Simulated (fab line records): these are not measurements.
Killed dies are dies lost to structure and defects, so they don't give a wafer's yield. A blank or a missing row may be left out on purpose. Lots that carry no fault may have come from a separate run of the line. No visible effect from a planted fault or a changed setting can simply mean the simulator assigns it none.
Matching of chambers ; flow gf180mcu ; GF_V5_CMP_04 on cmp-01: 4 sister chambers
The step polishes SiO2. 8 wafers are shown with their chamber, then 10 later ones without.

WAFERS PAIRED WITH THEIR CHAMBERS
wafer;chamber;motor_current_A (A)
L131.3;1;9.9
L132.3;3;10.8
L132.6;3;10.4
L133.2;2;11.9
L133.3;0;12.4
L133.6;1;9.8
L134.1;0;11.5
L134.3;2;11.3

WAFERS WITHOUT THEIR CHAMBER
wafer;motor_current_A (A)
L134.5;10.0
L142.2;10.5
L142.3;11.7
L142.6;11.9
L147.1;10.6
L147.5;12.4
L147.6;10.8
L149.3;12.2
L149.4;10.5
L149.6;11.7

WHICH CHAMBER EACH ONE RAN IN
wafer;from the rows above;in truth
L134.5;can't be placed: 1 or 3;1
L142.2;can't be placed: 3 or 1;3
L142.3;can't be placed: 2 or 0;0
L142.6;can't be placed: 0 or 2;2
L147.1;can't be placed: 3 or 1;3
L147.5;can't be placed: 0 or 2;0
L147.6;can't be placed: 3 or 2 or 1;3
L149.3;can't be placed: 0 or 2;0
L149.4;can't be placed: 3 or 1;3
L149.6;can't be placed: 2 or 0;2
0 of 10 placed correctly. From these rows, 10 cannot be placed; in 10 the true chamber is one of the candidates. Placed wrongly: 0.
How it was worked out, from the rows above alone: a wafer's distance from a chamber is the root of the sum, over the readings, of the square of ((its reading less the chamber's mean) divided by the reading's scatter). If the next closest chamber is less than 2 further off than the closest, the wafer can't be placed; otherwise it belongs to the closest. The mean given for a chamber averages the wafers shown for that chamber. The scatter: take each reading less its chamber's mean, square it, sum over the shown wafers, divide by the number of wafers less the number of chambers, and take the root.
